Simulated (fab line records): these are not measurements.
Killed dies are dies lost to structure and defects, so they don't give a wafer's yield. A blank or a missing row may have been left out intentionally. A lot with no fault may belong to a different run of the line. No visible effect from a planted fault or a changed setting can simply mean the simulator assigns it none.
The tool behind it: which one?    flow gf180mcu    11 lots with 33 wafers sampled at 8 steps, on a route of 602 steps

WHAT EACH GAUGE READ, for each wafer
GF_MVPSD_TW_MEAS_11.
lot   measured      on             MVPSD_TW
L152  day 5 06:47   film metro-03  547 548 549
L153  day 5 12:26   film metro-04  556 554 554
L154  day 5 19:31   film metro-01  550 552 553
L157  day 6 12:44   film metro-04  560 559 559
L161  day 7 13:38   film metro-01  553 550 551
L163  day 8 01:31   film metro-03  551 550 554
L164  day 8 08:12   film metro-04  1571 1585 1574
L165  day 8 11:59   film metro-01  1561 1560 1553
L167  day 8 22:38   film metro-01  1560 1558 1561
L172  day 10 09:19  film metro-04  553 548 550
L174  day 10 18:58  film metro-03  551 551 549

GF_VT_IMPLANT_TW_MEAS_10.
lot   measured      on             VT_IMPLANT_TW
L152  day 5 20:29   film metro-02  561.2 562.5 566.2
L153  day 6 03:08   film metro-03  562.0 565.7 562.6
L154  day 6 10:13   film metro-01  560.9 557.7 555.8
L157  day 7 04:32   film metro-01  563.6 562.4 562.6
L161  day 8 05:39   film metro-03  561.1 559.9 556.2
L163  day 8 17:55   film metro-02  564.4 564.3 564.4
L164  day 9 00:51   film metro-02  1563.5 1560.3 1564.5
L165  day 9 05:17   film metro-02  1553.8 1554.8 1554.9
L167  day 9 15:25   film metro-02  1550.9 1561.2 1547.5
L172  day 11 03:04  film metro-03  561.0 559.9 559.3
L174  day 11 13:01  film metro-02  563.0 560.0 562.3

GF_VT_IMPLANT_TW_MEAS_21.
lot   measured      on             VT_IMPLANT_2_TW
L152  day 6 11:47   film metro-02  1224 1216 1215
L153  day 6 18:23   film metro-03  1214 1216 1212
L154  day 7 01:47   film metro-02  1217 1219 1209
L157  day 7 20:35   film metro-03  1196 1193 1200
L161  day 8 22:50   film metro-02  1214 1204 1213
L163  day 9 10:52   film metro-03  1222 1222 1215
L164  day 9 17:49   film metro-02  1752 1750 1744
L165  day 9 22:26   film metro-02  1746 1734 1733
L167  day 10 09:43  film metro-02  1746 1757 1743
L172  day 11 21:58  film metro-02  1212 1206 1214
L174  day 12 07:49  film metro-01  1215 1214 1220

GF_M2_THK_MEAS_06: measures by xrf.
lot   measured      on             M2_ALCU_THK (nm)
L152  day 18 14:53  film metro-02  451 453 453
L153  day 19 01:43  film metro-01  455 452 451
L154  day 19 09:35  film metro-01  454 455 457
L157  day 20 13:44  film metro-02  452 457 455
L161  day 22 01:40  film metro-01  445 441 437
L163  day 22 18:01  film metro-04  448 447 448
L164  day 23 00:47  film metro-02  458 457 460
L165  day 23 07:02  film metro-01  452 450 450
L167  day 24 00:05  film metro-02  443 446 447
L172  day 25 17:47  film metro-01  456 453 452
L174  day 26 04:31  film metro-04  450 448 450

WHAT TOOL EACH LOT RAN ON (gives the tool, then ch and the chambers of the sampled wafers, and finally the start)
lot   GF_MVSD_COAT_02                   GF_MVSD_STRIP_10                      GF_CONTACT_SPUTTER_23         GF_M2_SPUTTER_02
L152  litho track-04 ch 0, day 4 09:02  plasma asher-04 ch 0,1, day 4 16:28   pvd sputter-02, day 16 12:56  pvd sputter-01, day 18 14:41
L153  litho track-03 ch 0, day 4 13:58  plasma asher-01 ch 0,1, day 4 21:34   pvd sputter-01, day 16 22:55  pvd sputter-01, day 19 01:30
L154  litho track-01 ch 0, day 4 21:03  plasma asher-04 ch 0,1, day 5 04:31   pvd sputter-03, day 17 05:48  pvd sputter-04, day 19 09:22
L157  litho track-04 ch 0, day 5 14:40  plasma asher-04 ch 0,1, day 5 22:07   pvd sputter-01, day 18 09:48  pvd sputter-02, day 20 13:31
L161  litho track-03 ch 0, day 6 13:02  plasma asher-01 ch 0,1, day 6 21:22   pvd sputter-01, day 19 21:13  pvd sputter-01, day 22 01:26
L163  litho track-03 ch 0, day 6 23:50  plasma asher-04 ch 0,1, day 7 08:25   pvd sputter-03, day 20 14:37  pvd sputter-01, day 22 17:48
L164  litho track-03 ch 0, day 7 06:52  plasma asher-04 ch 0,1, day 7 15:16   pvd sputter-03, day 20 21:59  pvd sputter-04, day 23 00:33
L165  litho track-03 ch 0, day 7 10:58  plasma asher-01 ch 0,1, day 7 19:07   pvd sputter-01, day 21 04:25  pvd sputter-04, day 23 06:49
L167  litho track-03 ch 0, day 7 20:23  plasma asher-03 ch 0,1, day 8 05:05   pvd sputter-01, day 21 22:13  pvd sputter-01, day 23 23:52
L172  litho track-04 ch 0, day 9 06:05  plasma asher-01 ch 0,1, day 9 15:17   pvd sputter-03, day 23 18:23  pvd sputter-04, day 25 17:35
L174  litho track-04 ch 0, day 9 15:38  plasma asher-04 ch 0,1, day 10 01:11  pvd sputter-02, day 24 05:04  pvd sputter-01, day 26 04:19
- GF_MVSD_COAT_02: resist thk 3000 nm.
- GF_MVSD_STRIP_10: strips in O2/N2.
- GF_CONTACT_SPUTTER_23: material TiN, target thk 10 nm, time 40 s.
- GF_M2_SPUTTER_02: material AlCu, target thk 450 nm, time 23.9 s.

WHAT THE TOOLS THEMSELVES READ (means of the sampled wafers that have a number; where no wafer has one, the mark that the record gives instead)
GF_MVSD_COAT_02.
lot   tool            dispense pressure kPa (kPa)  resist line temp C (C)
L152  litho track-04  53.5                         23.04
L153  litho track-03  54.2                         23.08
L154  litho track-01  46.7                         22.94
L157  litho track-04  53.6                         23.09
L161  litho track-03  54.2                         23.16
L163  litho track-03  54.2                         22.92
L164  litho track-03  54.2                         23.00
L165  litho track-03  54.2                         22.99
L167  litho track-03  54.2                         23.05
L172  litho track-04  53.6                         23.05
L174  litho track-04  53.6                         23.08

GF_MVSD_STRIP_10.
lot   tool             drypump motor current A (A)  heater power w (W)  oes product au (a.u.)  strip time to endpoint s (s)
L152  plasma asher-04  5.9                          321                 0.726                  36.96
L153  plasma asher-01  6.2                          327                 0.718                  37.10
L154  plasma asher-04  5.8                          334                 0.720                  36.82
L157  plasma asher-04  5.9                          328                 0.722                  37.01
L161  plasma asher-01  5.7                          323                 0.722                  36.99
L163  plasma asher-04  5.9                          320                 0.725                  37.21
L164  plasma asher-04  5.8                          327                 0.549                  7.51
L165  plasma asher-01  5.8                          318                 0.552                  7.51
L167  plasma asher-03  5.2                          312                 0.545                  7.52
L172  plasma asher-01  6.3                          326                 0.721                  36.89
L174  plasma asher-04  5.9                          324                 0.724                  37.00

GF_CONTACT_SPUTTER_23.
lot   tool            throttle valve pct (%)
L152  pvd sputter-02  30.1
L153  pvd sputter-01  29.7
L154  pvd sputter-03  30.7
L157  pvd sputter-01  30.1
L161  pvd sputter-01  30.0
L163  pvd sputter-03  29.6
L164  pvd sputter-03  29.0
L165  pvd sputter-01  29.7
L167  pvd sputter-01  30.2
L172  pvd sputter-03  29.6
L174  pvd sputter-02  30.3

GF_M2_SPUTTER_02.
lot   tool            throttle valve pct (%)
L152  pvd sputter-01  30.5
L153  pvd sputter-01  29.5
L154  pvd sputter-04  30.2
L157  pvd sputter-02  30.0
L161  pvd sputter-01  30.3
L163  pvd sputter-01  29.6
L164  pvd sputter-04  28.5
L165  pvd sputter-04  28.7
L167  pvd sputter-01  30.6
L172  pvd sputter-04  28.6
L174  pvd sputter-01  30.3

THE ANSWER, worked out from the rows above alone
Rule: the lots themselves supply what counts as usual. The widest of any qualifying gaps counts: lots, ordered by their means at a reading, are off when they make up no more than a third of the lots, leave a main group of 4 or more, and stand apart from it by 3 or more times the standard deviation of that group's means. A main group whose means are all the same, to the digits that the tables above print for the reading, isn't used. Also off: a lot with no number at a reading for which 4 or more lots have one. All remaining lots with rows at the step are treated as sound. The gauges are gone through in route order, then the tools' own readings, and for those a lot's mean is taken as printed above. The first step at which some lot is off is used, and at that step the reading that is off furthest; a lot without a number counts as furthest.
Off: L164, L165, L167, at GF_MVPSD_TW_MEAS_11 (MVPSD_TW). For the main group the mean is 552 and the standard deviation 3.2.
A tool fits if, at a process step before that reading, it ran every lot that is off, and no sound lot after the first of them. The gauges at GF_MVPSD_TW_MEAS_11 aren't tried: what is off there is off at GF_VT_IMPLANT_TW_MEAS_10 too, on other tools, and a gauge's error can't cause that. One fits: litho track-03 at GF_MVSD_COAT_02. A fault onset in the window from L163 (day 6 23:50, its last sound lot) to L164 (day 7 06:52, its first lot off) fits.

WHAT THE SIMULATOR HAD INSERTED
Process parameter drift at GF_MVSD_COAT_02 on litho track-03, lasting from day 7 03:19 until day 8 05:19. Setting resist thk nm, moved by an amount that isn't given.
Shown lots that were struck: L164, L165, L167. This agrees with what the rule above found.
